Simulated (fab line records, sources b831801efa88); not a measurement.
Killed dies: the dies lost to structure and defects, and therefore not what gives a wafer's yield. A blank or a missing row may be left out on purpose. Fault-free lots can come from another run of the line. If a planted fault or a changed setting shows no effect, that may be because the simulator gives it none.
Chamber matching ; flow sfq line ; pecvd-04 running SFQ_TRILAYER_I7_DEP_PECVD_183: 3 sister chambers
The step deposits SiO2 from SiH4/N2O, time 111.11 s, target thk 500 nm. 3 wafers are shown with their chamber, then 7 later ones without.

== WAFERS, EACH WITH ITS CHAMBER ==
wafer;chamber;throttle valve pct (%)
L719.5;1;23.9
L721.2;0;26.2
L721.3;2;26.3

== WAFERS WHOSE CHAMBER IS MISSING ==
wafer;throttle valve pct (%)
L721.4;24.2
L734.1;26.5
L734.4;27.2
L734.5;24.6
L736.3;27.2
L736.4;26.5
L736.6;24.7

== WHICH CHAMBER EACH WENT THROUGH ==
wafer;from the rows above;in truth
L721.4;1;1
L734.1;can't be placed: 2 or 0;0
L734.4;can't be placed: 2 or 0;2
L734.5;can't be placed: 1 or 0 or 2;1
L736.3;can't be placed: 2 or 0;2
L736.4;can't be placed: 2 or 0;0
L736.6;can't be placed: 1 or 0 or 2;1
Correctly placed: 1 of 7. Can't be placed from these rows: 6 (the true chamber is among the candidates in 6). Number placed wrongly: 0.
How it was worked out, from the rows above alone: a wafer's distance from a chamber is the root of the sum, over the readings, of the square of ((its reading less the chamber's mean) divided by the reading's scatter). The wafer belongs to the nearest chamber; if the next one is less than 2 further off, it can't be placed. For every chamber, the mean is computed from those of its wafers that are shown. The scatter: with one shown wafer a chamber, the root of the mean of the squares of how far each hidden wafer lies from its nearest shown one.
